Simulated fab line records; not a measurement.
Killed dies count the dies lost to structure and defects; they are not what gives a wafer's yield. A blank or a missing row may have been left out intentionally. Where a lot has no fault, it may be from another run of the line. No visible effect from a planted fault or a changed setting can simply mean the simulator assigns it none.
A struck lot beside a sound one -- flow sky130 -- 21 steps out of a route of 708
Sound: these wafers, L193.2, L193.5, L193.6. Wafers struck: L205.1, L205.4, L205.6. Last of all comes the cause.
Each step with rows lists, per side, the tool, then ch with its chambers, then its first start. Under that, the readings that differ: sound wafers -- struck wafers -- difference of the means -- sigmas: that difference in standard deviations of wafers without a fault.
alike: readings with means less than 2 such deviations apart, plus words and numbers identical on both sides. not compared: withheld readings, readings lacking a value on some wafer, bounds such as >300 that could conceal the same value, and numbers that have no deviation in the record and whose values overlap.
Wherever a step has rows on one side only, a row that says differs or no value, or a row with sigmas, the two part there. Non-overlapping numbers with no deviation appear without sigmas and do not part them. A reading missing from all wafers of one side parts the sides only when that side holds two or more wafers.

first, 4 steps without rows for these wafers: SKY_LDD_HVN_SOFTBAKE_03 (time 60 s); SKY_LDD_HVN_EXPOSE_04 (exposes mask HVNTM, target cd 700 nm); SKY_LDD_HVN_PEB_05; SKY_LDD_HVN_DEVELOP_06 (develop time 60 s).
SKY_LDD_HVN_OVL_MEAS_07:
  sound on overlay-01, day 21 06:29; struck on overlay-02, day 25 13:41
  alike: LDD_HVN_OVL
after that, 1 step had no rows for these wafers: SKY_LDD_HVN_IMPLANT_08.
SKY_LDD_HVN_STRIP_09: strips in O2/N2.
  sound on plasmaAsher-03 ch 0,1, day 21 06:40; struck on plasmaAsher-03 ch 0,1, day 25 13:52
  alike: drypumpMotorCurrentA, oesProductAu, stripTimeToEndpointS
  not compared: rfHoursCounterH
SKY_LDD_HVN_TW_MEAS_10:
  sound on filmMetro-01, day 21 06:46; struck on filmMetro-01, day 25 13:58
  alike: LDD_HVN_TW
then, 4 steps without rows for these wafers: SKY_LDD_HVP_DEHYDRATE_00 (time 60 s); SKY_LDD_HVP_HMDS_01 (prime time 60 s); SKY_LDD_HVP_COAT_02 (resist thk 300 nm); SKY_LDD_HVP_SOFTBAKE_03 (time 60 s).
SKY_LDD_HVP_EXPOSE_04: exposes mask HVPTM, target cd 700 nm.
  sound on ilineStepper-02 ch 0, day 21 22:21; struck on ilineStepper-01 ch 0, day 26 04:32
reading,sound,struck,difference,sigmas
mask,HVPTM#0 HVPTM#0 HVPTM#0,HVNTM#0 HVNTM#0 HVNTM#0,differs,
then, 2 steps without rows for these wafers: SKY_LDD_HVP_PEB_05; SKY_LDD_HVP_DEVELOP_06 (develop time 60 s).
SKY_LDD_HVP_OVL_MEAS_07:
  sound on overlay-01, day 22 12:44; struck on overlay-02, day 26 18:35
reading,sound,struck,difference,sigmas
LDD_HVP_OVL (nm),2.7 4.7 1.5,- - -,no value on the struck wafers,
after that, 1 step had no rows for these wafers: SKY_LDD_HVP_IMPLANT_08.
SKY_LDD_HVP_STRIP_09: strips in O2/N2.
  sound on plasmaAsher-04 ch 0,1, day 22 12:55; struck on plasmaAsher-01 ch 0,1, day 26 18:46
  alike: drypumpMotorCurrentA, oesProductAu, stripTimeToEndpointS
  not compared: rfHoursCounterH
SKY_LDD_HVP_TW_MEAS_10:
  sound on filmMetro-02, day 22 13:02; struck on filmMetro-01, day 26 18:52
reading,sound,struck,difference,sigmas
LDD_HVP_TW,459.4 458.4 458.2,30.6 30.5 30.6,-428.1,-99 or more
then, 1 step without rows for these wafers: SKY_LDD_LDN_DEHYDRATE_00 (time 60 s).
-- the record jumps here: 23 days lie between the struck wafers' starts before and after (it left off in module LDD_LDN and takes up again in module PAD_OPEN, whose first step shown is number 708 of the route) --
SKY_PAD_OPEN_PROBE_99:
  sound on prober-01, day 46 10:50; struck on prober-02, day 49 07:13
reading,sound,struck,difference,sigmas
killed_at_M4_up,2 3 3,6 8 7,+4,+2
killedAtFrontEnd,18 18 16,418 410 410,+395,+94
killedDies,87 87 84,492 492 492,+406,+43
killedOnRim,20 23 11,96 96 96,+78,+20
  alike: killed_at_M0_to_M3, killedAtContacts, killedAtOther, killedOpen, killedShort

WHERE THEY PART
First at SKY_LDD_HVP_EXPOSE_04; last, within this record, at SKY_PAD_OPEN_PROBE_99.

WHY: what had been put in by the simulator
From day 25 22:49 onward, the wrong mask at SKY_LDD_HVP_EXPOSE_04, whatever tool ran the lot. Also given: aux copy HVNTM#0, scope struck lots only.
